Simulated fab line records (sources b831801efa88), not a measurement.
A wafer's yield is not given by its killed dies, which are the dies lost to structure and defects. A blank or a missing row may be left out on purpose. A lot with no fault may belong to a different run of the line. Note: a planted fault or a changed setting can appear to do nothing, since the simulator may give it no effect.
Which tool did it?	flow gf180mcu	13 lots, 39 wafers sampled, at 4 steps of a route of 602

WHAT THE GAUGES SHOWED, per wafer
GF_PSD_OVL_MEAS_08.
lot	measured	on	PSD_OVL (nm)
L718	day 14 16:37	overlay-02	0.7 -0.7 -1.1
L721	day 15 15:53	overlay-02	-2.1 -2.1 -0.2
L722	day 15 20:23	overlay-01	1.8 0.8 1.9
L724	day 16 16:43	overlay-01	-0.4 -0.2 0.1
L725	day 17 02:13	overlay-01	1.9 1.5 2.1
L726	day 17 06:10	overlay-02	2.0 -0.4 -0.2
L728	day 18 05:52	overlay-01	-3.4 -1.8 -1.3
L735	day 20 14:43	overlay-02	0.8 -2.3 -1.1
L736	day 20 22:16	overlay-01	0.0 -0.6 0.9
L737	day 21 11:41	overlay-01	-0.4 -0.3 1.7
L738	day 21 20:01	overlay-02	3.1 2.4 1.7
L739	day 22 08:08	overlay-01	-0.9 0.9 -1.1
L740	day 22 17:14	overlay-02	2.5 0.5 1.1

GF_SAB_THK_MEAS_01.
lot	measured	on	SAB_CVD_00_THK (nm)
L718	day 14 17:22	film_metro-03	50.5 50.9 51.6
L721	day 15 16:37	film_metro-01	49.9 49.6 50.5
L722	day 15 21:08	film_metro-01	49.3 50.4 50.9
L724	day 16 17:28	film_metro-03	50.5 50.1 50.8
L725	day 17 02:58	film_metro-03	49.6 50.6 50.2
L726	day 17 06:55	film_metro-01	50.5 51.4 51.7
L728	day 18 06:37	film_metro-03	49.9 50.7 51.6
L735	day 20 15:28	film_metro-01	49.1 50.2 65.5 49.2 50.1 65.6
L736	day 20 23:00	film_metro-01	64.5 50.3 65.9 64.5 50.2 65.8
L737	day 21 12:26	film_metro-02	49.2 49.3 50.6
L738	day 21 20:46	film_metro-03	49.5 49.9 50.4
L739	day 22 08:53	film_metro-02	48.9 49.6 49.8
L740	day 22 17:59	film_metro-02	48.9 50.1 50.7

WHICH TOOL RAN EACH LOT (tool, then ch and the chambers of the sampled wafers, then the start)
lot	GF_HV_LDD_RTA_52	GF_SAB_CVD_00
L718	rtp_anneal-01 ch 0, day 12 21:11	pecvd-01 ch 1,2, day 14 17:20
L721	rtp_anneal-01 ch 0, day 13 18:32	pecvd-03 ch 0,1,2, day 15 16:36
L722	rtp_anneal-02 ch 0, day 13 22:28	pecvd-02 ch 0,1,2, day 15 21:06
L724	rtp_anneal-01 ch 0, day 14 16:40	pecvd-01 ch 0,2, day 16 17:26
L725	rtp_anneal-02 ch 0, day 15 02:45	pecvd-03 ch 0,2, day 17 02:56
L726	rtp_anneal-01 ch 0, day 15 07:37	pecvd-01 ch 1,2, day 17 06:52
L728	rtp_anneal-01 ch 0, day 16 04:47	pecvd-01 ch 0,1,2, day 18 06:35
L735	rtp_anneal-01 ch 0, day 18 10:41	pecvd-03 ch 0, day 20 15:26
L736	rtp_anneal-02 ch 0, day 18 18:31	pecvd-03 ch 0,1, day 20 22:59
L737	rtp_anneal-02 ch 0, day 19 08:47	pecvd-01 ch 0,2, day 21 12:25
L738	rtp_anneal-02 ch 0, day 19 17:32	pecvd-02 ch 0,1,2, day 21 20:44
L739	rtp_anneal-01 ch 0, day 20 05:06	pecvd-02 ch 1,2, day 22 08:51
L740	rtp_anneal-02 ch 0, day 20 14:22	pecvd-02 ch 0,1, day 22 17:58
- GF_HV_LDD_RTA_52: time 10 s.
- GF_SAB_CVD_00: deposits SiO2 from TEOS, target thk 50 nm, time 4.9302 s.

WHAT THE TOOLS THEMSELVES READ (means of the sampled wafers that have a number; where no wafer has one, the mark that the record gives instead)
GF_HV_LDD_RTA_52.
lot	tool	lamp_power_pct (%)	wafer_temp_C_max
L718	rtp_anneal-01	36.1	1008.6
L721	rtp_anneal-01	36.0	1009.6
L722	rtp_anneal-02	30.2	1004.0
L724	rtp_anneal-01	36.0	1009.1
L725	rtp_anneal-02	30.2	1004.3
L726	rtp_anneal-01	36.0	1008.7
L728	rtp_anneal-01	36.0	1008.7
L735	rtp_anneal-01	36.0	1007.6
L736	rtp_anneal-02	30.2	1004.1
L737	rtp_anneal-02	30.2	1004.9
L738	rtp_anneal-02	30.2	1003.7
L739	rtp_anneal-01	36.1	1007.4
L740	rtp_anneal-02	30.2	1004.1

GF_SAB_CVD_00.
lot	tool	heater_power_w (W)
L718	pecvd-01	676
L721	pecvd-03	648
L722	pecvd-02	650
L724	pecvd-01	631
L725	pecvd-03	608
L726	pecvd-01	684
L728	pecvd-01	678
L735	pecvd-03	596
L736	pecvd-03	644
L737	pecvd-01	703
L738	pecvd-02	624
L739	pecvd-02	618
L740	pecvd-02	639

THE ANSWER, worked out from the rows above alone
Rule: usual is defined by the lots themselves. The widest of any qualifying gaps counts: lots, ordered by their means at a reading, are off when they make up no more than a third of the lots, leave a main group of 4 or more, and stand apart from it by 3 or more times the standard deviation of that group's means. A main group whose means are all the same, to the digits that the tables above print for the reading, isn't used. Also off: a lot with no number at a reading for which 4 or more lots have one. Any other lot the step has rows for is counted as sound. After the gauges, taken in route order, come the tools' own readings; for these a lot's mean is taken, as printed above. At the first step where some lot is off, the reading lying furthest off is the one used; lots without a number count as furthest.
Off: L735, L736, at GF_SAB_THK_MEAS_01 (SAB_CVD_00_THK). Main group: mean 50.2 nm, sd 0.52.
If a tool, at a process step before that reading, ran all the lots that are off and no sound lot after the first of them, it fits. Those tools and the gauges at GF_SAB_THK_MEAS_01 are tried in the same way. This does not decide it: 2 tools fit, namely pecvd-03 at GF_SAB_CVD_00 and film_metro-01 at GF_SAB_THK_MEAS_01.

WHAT HAD BEEN PUT IN BY THE SIMULATOR
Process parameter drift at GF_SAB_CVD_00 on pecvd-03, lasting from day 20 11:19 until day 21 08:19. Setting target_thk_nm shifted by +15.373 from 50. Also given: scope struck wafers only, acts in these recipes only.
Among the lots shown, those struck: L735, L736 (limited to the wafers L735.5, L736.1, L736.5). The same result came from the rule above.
